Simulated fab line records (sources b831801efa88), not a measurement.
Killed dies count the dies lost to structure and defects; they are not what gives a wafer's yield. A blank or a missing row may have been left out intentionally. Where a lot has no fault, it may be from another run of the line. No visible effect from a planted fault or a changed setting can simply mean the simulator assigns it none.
Which of the tools did it? :: flow gf180mcu :: 72 wafers from 24 lots sampled at 6 of the route's 602 steps

WHAT EACH GAUGE READ, for each wafer
GF_STI_THK_MEAS_02. Usual: STI_OXIDATION_THK typically reads 10.04 nm, with standard deviation 0.16.
lot: L074
measured: day 1 11:31
on: film-metro-02
STI_OXIDATION_THK (nm): 9.87 9.94 10.10
flag: 

lot: L075
measured: day 1 16:31
on: film-metro-04
STI_OXIDATION_THK (nm): 10.02 9.92 10.08
flag: 

lot: L076
measured: day 1 21:31
on: film-metro-02
STI_OXIDATION_THK (nm): 10.28 10.18 10.25
flag: 

lot: L077
measured: day 2 03:20
on: film-metro-03
STI_OXIDATION_THK (nm): 10.31 10.31 10.21
flag: 

lot: L078
measured: day 2 08:20
on: film-metro-03
STI_OXIDATION_THK (nm): 10.27 10.09 10.16
flag: 

lot: L079
measured: day 2 12:31
on: film-metro-04
STI_OXIDATION_THK (nm): 10.17 10.27 10.13
flag: 

lot: L080
measured: day 2 17:52
on: film-metro-04
STI_OXIDATION_THK (nm): 10.00 10.04 10.01
flag: 

lot: L081
measured: day 2 23:44
on: film-metro-04
STI_OXIDATION_THK (nm): 9.72 9.70 9.81
flag: 

lot: L082
measured: day 3 04:07
on: film-metro-02
STI_OXIDATION_THK (nm): 10.02 10.09 9.95
flag: 

lot: L083
measured: day 3 08:46
on: film-metro-04
STI_OXIDATION_THK (nm): 9.99 9.96 9.93
flag: 

lot: L084
measured: day 3 13:32
on: film-metro-03
STI_OXIDATION_THK (nm): 9.89 9.86 10.02
flag: 

lot: L085
measured: day 3 18:31
on: film-metro-02
STI_OXIDATION_THK (nm): 10.09 10.07 10.14
flag: 

lot: L086
measured: day 4 00:43
on: film-metro-04
STI_OXIDATION_THK (nm): 10.02 10.20 10.16
flag: 

lot: L087
measured: day 4 04:43
on: film-metro-02
STI_OXIDATION_THK (nm): 10.10 9.85 9.81
flag: 

lot: L088
measured: day 4 10:18
on: film-metro-02
STI_OXIDATION_THK (nm): 10.29 10.25 10.21
flag: 

lot: L089
measured: day 4 14:31
on: film-metro-02
STI_OXIDATION_THK (nm): 9.76 9.74 9.87
flag: 

lot: L090
measured: day 4 19:43
on: film-metro-02
STI_OXIDATION_THK (nm): 10.23 10.02 10.21
flag: 

lot: L091
measured: day 5 00:31
on: film-metro-03
STI_OXIDATION_THK (nm): 10.01 9.97 9.85
flag: 

lot: L092
measured: day 5 05:31
on: film-metro-04
STI_OXIDATION_THK (nm): 10.09 10.29 10.16
flag: 

lot: L093
measured: day 5 10:31
on: film-metro-04
STI_OXIDATION_THK (nm): 10.26 10.15 10.03
flag: 

lot: L094
measured: day 5 15:31
on: film-metro-02
STI_OXIDATION_THK (nm): 10.05 9.80 9.94
flag: 

lot: L095
measured: day 5 20:31
on: film-metro-02
STI_OXIDATION_THK (nm): 9.87 9.95 9.92
flag: 

lot: L096
measured: day 6 01:32
on: film-metro-04
STI_OXIDATION_THK (nm): 10.09 10.10 10.25
flag: 

lot: L097
measured: day 6 07:41
on: film-metro-02
STI_OXIDATION_THK (nm): 9.97 9.89 9.68
flag: 

GF_VT_IMPLANT_TW_MEAS_10. Usual: VT_IMPLANT_TW typically reads 560, with standard deviation 7.1.
lot: L074
measured: day 5 15:25
on: film-metro-04
VT_IMPLANT_TW: 573 570 569
flag: 

lot: L075
measured: day 5 21:40
on: film-metro-03
VT_IMPLANT_TW: 554 553 554
flag: 

lot: L076
measured: day 6 02:49
on: film-metro-04
VT_IMPLANT_TW: 562 563 560
flag: 

lot: L077
measured: day 6 11:14
on: film-metro-03
VT_IMPLANT_TW: 551 555 556
flag: 

lot: L078
measured: day 6 16:41
on: film-metro-03
VT_IMPLANT_TW: 553 556 555
flag: 

lot: L079
measured: day 6 22:19
on: film-metro-03
VT_IMPLANT_TW: 553 554 554
flag: 

lot: L080
measured: day 7 02:41
on: film-metro-01
VT_IMPLANT_TW: 556 557 557
flag: 

lot: L081
measured: day 7 11:25
on: film-metro-04
VT_IMPLANT_TW: 568 569 567
flag: 

lot: L082
measured: day 7 15:34
on: film-metro-03
VT_IMPLANT_TW: 555 555 555
flag: 

lot: L083
measured: day 7 23:17
on: film-metro-04
VT_IMPLANT_TW: 569 572 569
flag: 

lot: L084
measured: day 8 05:01
on: film-metro-03
VT_IMPLANT_TW: 557 555 552
flag: 

lot: L085
measured: day 8 11:31
on: film-metro-04
VT_IMPLANT_TW: 571 567 571
flag: 

lot: L086
measured: day 8 17:43
on: film-metro-03
VT_IMPLANT_TW: 554 552 554
flag: 

lot: L087
measured: day 8 23:14
on: film-metro-03
VT_IMPLANT_TW: 550 553 554
flag: 

lot: L088
measured: day 9 07:08
on: film-metro-03
VT_IMPLANT_TW: 553 553 552
flag: 

lot: L089
measured: day 9 10:17
on: film-metro-04
VT_IMPLANT_TW: 571 568 570
flag: 

lot: L090
measured: day 9 17:26
on: film-metro-03
VT_IMPLANT_TW: 557 553 553
flag: 

lot: L091
measured: day 9 23:29
on: film-metro-03
VT_IMPLANT_TW: 551 553 554
flag: 

lot: L092
measured: day 10 04:12
on: film-metro-01
VT_IMPLANT_TW: 558 561 555
flag: 

lot: L093
measured: day 10 13:46
on: film-metro-04
VT_IMPLANT_TW: 569 569 571
flag: 

lot: L094
measured: day 10 20:49
on: film-metro-04
VT_IMPLANT_TW: 570 572 568
flag: 

lot: L095
measured: day 11 01:16
on: film-metro-01
VT_IMPLANT_TW: 564 561 558
flag: 

lot: L096
measured: day 11 07:23
on: film-metro-01
VT_IMPLANT_TW: 561 561 558
flag: 

lot: L097
measured: day 11 18:40
on: film-metro-03
VT_IMPLANT_TW: 553 557 558
flag: 

GF_SALICIDE_THK_MEAS_05: measures by xrf. Usual: SALICIDE_TIN_THK typically reads 20.1 nm, with standard deviation 0.33.
lot: L074
measured: day 15 01:20
on: film-metro-03
SALICIDE_TIN_THK (nm): 19.9 19.7 20.1
flag: 

lot: L075
measured: day 15 09:58
on: film-metro-03
SALICIDE_TIN_THK (nm): 20.0 20.1 20.1
flag: 

lot: L076
measured: day 15 20:53
on: film-metro-01
SALICIDE_TIN_THK (nm): 19.6 19.9 19.6
flag: 

lot: L077
measured: day 16 06:25
on: film-metro-02
SALICIDE_TIN_THK (nm): 20.4 20.0 20.4
flag: 

lot: L078
measured: day 16 15:43
on: film-metro-02
SALICIDE_TIN_THK (nm): 19.7 19.5 19.7
flag: 

lot: L079
measured: day 17 00:16
on: film-metro-03
SALICIDE_TIN_THK (nm): 20.2 19.8 19.7
flag: 

lot: L080
measured: day 17 04:56
on: film-metro-01
SALICIDE_TIN_THK (nm): 20.5 20.1 19.9
flag: 

lot: L081
measured: day 17 20:55
on: film-metro-01
SALICIDE_TIN_THK (nm): 20.9 20.6 20.7
flag: 

lot: L082
measured: day 17 21:27
on: film-metro-03
SALICIDE_TIN_THK (nm): 20.0 19.8 19.9
flag: 

lot: L083
measured: day 18 12:08
on: film-metro-01
SALICIDE_TIN_THK (nm): 20.3 19.8 19.8
flag: 

lot: L084
measured: day 18 19:01
on: film-metro-01
SALICIDE_TIN_THK (nm): 19.8 20.3 19.9
flag: 

lot: L085
measured: day 19 09:57
on: film-metro-02
SALICIDE_TIN_THK (nm): 20.1 20.0 20.0
flag: 

lot: L086
measured: day 19 14:16
on: film-metro-02
SALICIDE_TIN_THK (nm): 20.3 20.0 19.9
flag: 

lot: L087
measured: day 19 20:13
on: film-metro-02
SALICIDE_TIN_THK (nm): 20.1 20.0 20.1
flag: 

lot: L088
measured: day 20 08:09
on: film-metro-01
SALICIDE_TIN_THK (nm): 19.9 19.6 20.3
flag: 

lot: L089
measured: day 20 14:43
on: film-metro-03
SALICIDE_TIN_THK (nm): 19.9 19.6 20.0
flag: 

lot: L090
measured: day 20 20:04
on: film-metro-02
SALICIDE_TIN_THK (nm): 20.8 20.8 21.1
flag: 

lot: L091
measured: day 21 05:58
on: film-metro-01
SALICIDE_TIN_THK (nm): 19.9 19.7 20.0
flag: 

lot: L092
measured: day 21 13:35
on: film-metro-03
SALICIDE_TIN_THK (nm): 19.8 20.7 19.9
flag: 

lot: L093
measured: day 21 22:47
on: film-metro-02
SALICIDE_TIN_THK (nm): 20.6 19.9 20.2
flag: 

lot: L094
measured: day 22 09:27
on: film-metro-01
SALICIDE_TIN_THK (nm): 20.1 20.3 20.0
flag: 

lot: L095
measured: day 22 16:33
on: film-metro-02
SALICIDE_TIN_THK (nm): 20.3 19.9 20.1
flag: 

lot: L096
measured: day 22 21:25
on: film-metro-02
SALICIDE_TIN_THK (nm): 20.1 20.1 20.3
flag: 

lot: L097
measured: day 23 12:54
on: film-metro-02
SALICIDE_TIN_THK (nm): 20.7 20.3 20.2
flag: 

GF_V1_THK_MEAS_01. Usual: V1_CVD_00_THK typically reads 599 nm, with standard deviation 7.9.
lot: L074
measured: day 17 01:11
on: film-metro-03
V1_CVD_00_THK (nm): 599 593 605
flag: 

lot: L075
measured: day 17 09:40
on: film-metro-03
V1_CVD_00_THK (nm): 603 584 603
flag: 

lot: L076
measured: day 17 21:28
on: film-metro-04
V1_CVD_00_THK (nm): 604 604 593
flag: 

lot: L077
measured: day 18 08:11
on: film-metro-03
V1_CVD_00_THK (nm): 598 598 597
flag: 

lot: L078
measured: day 18 17:46
on: film-metro-02
V1_CVD_00_THK (nm): 591 590 584
flag: 

lot: L079
measured: day 19 03:19
on: film-metro-03
V1_CVD_00_THK (nm): 597 586 577
flag: 

lot: L080
measured: day 19 07:40
on: film-metro-02
V1_CVD_00_THK (nm): 602 590 600
flag: 

lot: L081
measured: day 20 01:16
on: film-metro-02
V1_CVD_00_THK (nm): 610 597 592
flag: 

lot: L082
measured: day 20 01:52
on: film-metro-03
V1_CVD_00_THK (nm): 599 602 582
flag: 

lot: L083
measured: day 20 17:15
on: film-metro-02
V1_CVD_00_THK (nm): 600 595 608
flag: 

lot: L084
measured: day 20 23:49
on: film-metro-04
V1_CVD_00_THK (nm): 622 608 613
flag: 

lot: L085
measured: day 21 14:03
on: film-metro-04
V1_CVD_00_THK (nm): 614 596 614
flag: 

lot: L086
measured: day 21 17:40
on: film-metro-02
V1_CVD_00_THK (nm): 601 609 601
flag: 

lot: L087
measured: day 21 23:25
on: film-metro-04
V1_CVD_00_THK (nm): 605 603 596
flag: 

lot: L088
measured: day 22 10:57
on: film-metro-04
V1_CVD_00_THK (nm): 601 597 602
flag: 

lot: L089
measured: day 22 16:06
on: film-metro-02
V1_CVD_00_THK (nm): 606 590 601
flag: 

lot: L090
measured: day 22 21:53
on: film-metro-02
V1_CVD_00_THK (nm): 586 599 594
flag: 

lot: L091
measured: day 23 08:20
on: film-metro-02
V1_CVD_00_THK (nm): 600 594 600
flag: 

lot: L092
measured: day 23 15:50
on: film-metro-03
V1_CVD_00_THK (nm): 585 595 591
flag: 

lot: L093
measured: day 24 00:47
on: film-metro-04
V1_CVD_00_THK (nm): 610 599 593
flag: 

lot: L094
measured: day 24 10:17
on: film-metro-02
V1_CVD_00_THK (nm): 606 602 597
flag: 

lot: L095
measured: day 24 16:23
on: film-metro-04
V1_CVD_00_THK (nm): 596 604 597
flag: 

lot: L096
measured: day 24 20:08
on: film-metro-04
V1_CVD_00_THK (nm): 593 584 597
flag: 

lot: L097
measured: day 25 11:25
on: film-metro-02
V1_CVD_00_THK (nm): 609 600 604
flag: 

GF_V1_CD_MEAS_14: the cd target is 260 nm. Usual: 259.9 nm for cd-nm, sd 1.1.
lot: L074
measured: day 18 01:48
on: cd-sem-01
cd-nm (nm): 258.5 258.2 259.5
flag: 

lot: L075
measured: day 18 10:48
on: cd-sem-02
cd-nm (nm): 260.1 259.3 259.8
flag: 

lot: L076
measured: day 18 22:38
on: cd-sem-02
cd-nm (nm): 258.7 259.9 258.9
flag: 

lot: L077
measured: day 19 09:34
on: cd-sem-02
cd-nm (nm): 258.0 258.6 259.0
flag: 

lot: L078
measured: day 19 19:13
on: cd-sem-01
cd-nm (nm): 259.4 259.1 259.2
flag: 

lot: L079
measured: day 20 04:58
on: cd-sem-02
cd-nm (nm): 259.6 260.0 259.9
flag: 

lot: L080
measured: day 20 07:52
on: cd-sem-02
cd-nm (nm): 259.9 260.1 259.9
flag: 

lot: L081
measured: day 21 02:23
on: cd-sem-01
cd-nm (nm): 259.6 259.4 259.6
flag: 

lot: L082
measured: day 21 02:44
on: cd-sem-02
cd-nm (nm): 260.8 260.1 261.1
flag: 

lot: L083
measured: day 21 17:34
on: cd-sem-01
cd-nm (nm): 260.4 259.5 260.1
flag: 

lot: L084
measured: day 22 00:17
on: cd-sem-01
cd-nm (nm): 260.5 261.4 260.6
flag: 

lot: L085
measured: day 22 14:11
on: cd-sem-02
cd-nm (nm): 257.6 259.0 258.3
flag: 

lot: L086
measured: day 22 17:26
on: cd-sem-02
cd-nm (nm): 260.9 260.9 261.3
flag: 

lot: L087
measured: day 22 23:16
on: cd-sem-02
cd-nm (nm): 259.9 259.9 259.7
flag: 

lot: L088
measured: day 23 10:08
on: cd-sem-02
cd-nm (nm): 259.4 260.1 259.3
flag: 

lot: L089
measured: day 23 15:20
on: cd-sem-02
cd-nm (nm): 261.1 260.3 260.8
flag: 

lot: L090
measured: day 23 20:55
on: cd-sem-01
cd-nm (nm): 260.3 262.6 261.4
flag: 

lot: L091
measured: day 24 06:48
on: cd-sem-01
cd-nm (nm): 261.2 260.7 260.7
flag: 

lot: L092
measured: day 24 14:11
on: cd-sem-01
cd-nm (nm): 260.1 260.8 261.1
flag: 

lot: L093
measured: day 24 23:08
on: cd-sem-01
cd-nm (nm): 258.6 259.8 259.3
flag: 

lot: L094
measured: day 25 08:14
on: cd-sem-02
cd-nm (nm): 261.3 262.2 261.8
flag: 

lot: L095
measured: day 25 14:31
on: cd-sem-02
cd-nm (nm): 258.9 258.5 258.5
flag: 

lot: L096
measured: day 25 17:55
on: cd-sem-02
cd-nm (nm): 260.4 259.8 258.9
flag: 

lot: L097
measured: day 26 08:29
on: cd-sem-02
cd-nm (nm): 261.3 260.1 260.0
flag: 

WHAT TOOL EACH LOT RAN ON (gives the tool, then ch and the chambers of the sampled wafers, and finally the start)
lot: L074
GF_M1_SPUTTER_03: pvd-sputter-04, day 16 01:11

lot: L075
GF_M1_SPUTTER_03: pvd-sputter-01, day 16 09:36

lot: L076
GF_M1_SPUTTER_03: pvd-sputter-02, day 16 21:12

lot: L077
GF_M1_SPUTTER_03: pvd-sputter-01, day 17 07:28

lot: L078
GF_M1_SPUTTER_03: pvd-sputter-04, day 17 17:23

lot: L079
GF_M1_SPUTTER_03: pvd-sputter-02, day 18 02:14

lot: L080
GF_M1_SPUTTER_03: pvd-sputter-01, day 18 06:25

lot: L081
GF_M1_SPUTTER_03: pvd-sputter-02, day 18 23:33

lot: L082
GF_M1_SPUTTER_03: pvd-sputter-04, day 19 00:11

lot: L083
GF_M1_SPUTTER_03: pvd-sputter-02, day 19 15:25

lot: L084
GF_M1_SPUTTER_03: pvd-sputter-02, day 19 21:58

lot: L085
GF_M1_SPUTTER_03: pvd-sputter-01, day 20 13:05

lot: L086
GF_M1_SPUTTER_03: pvd-sputter-01, day 20 16:51

lot: L087
GF_M1_SPUTTER_03: pvd-sputter-02, day 20 23:03

lot: L088
GF_M1_SPUTTER_03: pvd-sputter-01, day 21 11:02

lot: L089
GF_M1_SPUTTER_03: pvd-sputter-02, day 21 16:06

lot: L090
GF_M1_SPUTTER_03: pvd-sputter-01, day 21 21:53

lot: L091
GF_M1_SPUTTER_03: pvd-sputter-02, day 22 08:24

lot: L092
GF_M1_SPUTTER_03: pvd-sputter-04, day 22 16:03

lot: L093
GF_M1_SPUTTER_03: pvd-sputter-02, day 23 01:06

lot: L094
GF_M1_SPUTTER_03: pvd-sputter-04, day 23 11:22

lot: L095
GF_M1_SPUTTER_03: pvd-sputter-04, day 23 17:35

lot: L096
GF_M1_SPUTTER_03: pvd-sputter-01, day 23 22:02

lot: L097
GF_M1_SPUTTER_03: pvd-sputter-04, day 24 13:04
- GF_M1_SPUTTER_03: material Ti, target thk 10 nm, time 6.7 s.

AS READ BY THE TOOLS THEMSELVES (means over the sampled wafers that have a number; for cases with no such wafer, the mark the record gives instead)
GF_M1_SPUTTER_03. Usual: 30.0 % for throttle-valve-pct, sd 0.92.
lot: L074
tool: pvd-sputter-04
throttle-valve-pct (%): 30.2
flag: 

lot: L075
tool: pvd-sputter-01
throttle-valve-pct (%): 30.4
flag: 

lot: L076
tool: pvd-sputter-02
throttle-valve-pct (%): 30.3
flag: 

lot: L077
tool: pvd-sputter-01
throttle-valve-pct (%): 30.3
flag: 

lot: L078
tool: pvd-sputter-04
throttle-valve-pct (%): 29.8
flag: 

lot: L079
tool: pvd-sputter-02
throttle-valve-pct (%): 30.3
flag: 

lot: L080
tool: pvd-sputter-01
throttle-valve-pct (%): 30.5
flag: 

lot: L081
tool: pvd-sputter-02
throttle-valve-pct (%): 29.9
flag: 

lot: L082
tool: pvd-sputter-04
throttle-valve-pct (%): 29.5
flag: 

lot: L083
tool: pvd-sputter-02
throttle-valve-pct (%): 29.9
flag: 

lot: L084
tool: pvd-sputter-02
throttle-valve-pct (%): 29.8
flag: 

lot: L085
tool: pvd-sputter-01
throttle-valve-pct (%): 30.9
flag: 

lot: L086
tool: pvd-sputter-01
throttle-valve-pct (%): 30.5
flag: 

lot: L087
tool: pvd-sputter-02
throttle-valve-pct (%): 29.9
flag: 

lot: L088
tool: pvd-sputter-01
throttle-valve-pct (%): 30.0
flag: 

lot: L089
tool: pvd-sputter-02
throttle-valve-pct (%): 29.9
flag: 

lot: L090
tool: pvd-sputter-01
throttle-valve-pct (%): 30.6
flag: 

lot: L091
tool: pvd-sputter-02
throttle-valve-pct (%): 29.8
flag: 

lot: L092
tool: pvd-sputter-04
throttle-valve-pct (%): 29.4
flag: 

lot: L093
tool: pvd-sputter-02
throttle-valve-pct (%): 29.8
flag: 

lot: L094
tool: pvd-sputter-04
throttle-valve-pct (%): 29.0
flag: 

lot: L095
tool: pvd-sputter-04
throttle-valve-pct (%): 29.1
flag: 

lot: L096
tool: pvd-sputter-01
throttle-valve-pct (%): 30.4
flag: 

lot: L097
tool: pvd-sputter-04
throttle-valve-pct (%): 30.1
flag: 

THE ANSWER, worked out from the rows above alone
Rule: a lot counts as off when the mean over its wafers that have a number is more than 3 standard deviations away from the usual mean. Also off: a lot with no number at a reading for which 4 or more lots have one. Any other lot the step has rows for is counted as sound. Order of review: gauges by route order, followed by the tools' own readings, for which a lot's mean as printed above is used. The first step at which some lot is off is used, and at that step the reading that is off furthest; a lot without a number counts as furthest.
No lot is off on any of the readings shown, so nothing can be concluded from this.

WHAT WAS PUT IN BY THE SIMULATOR
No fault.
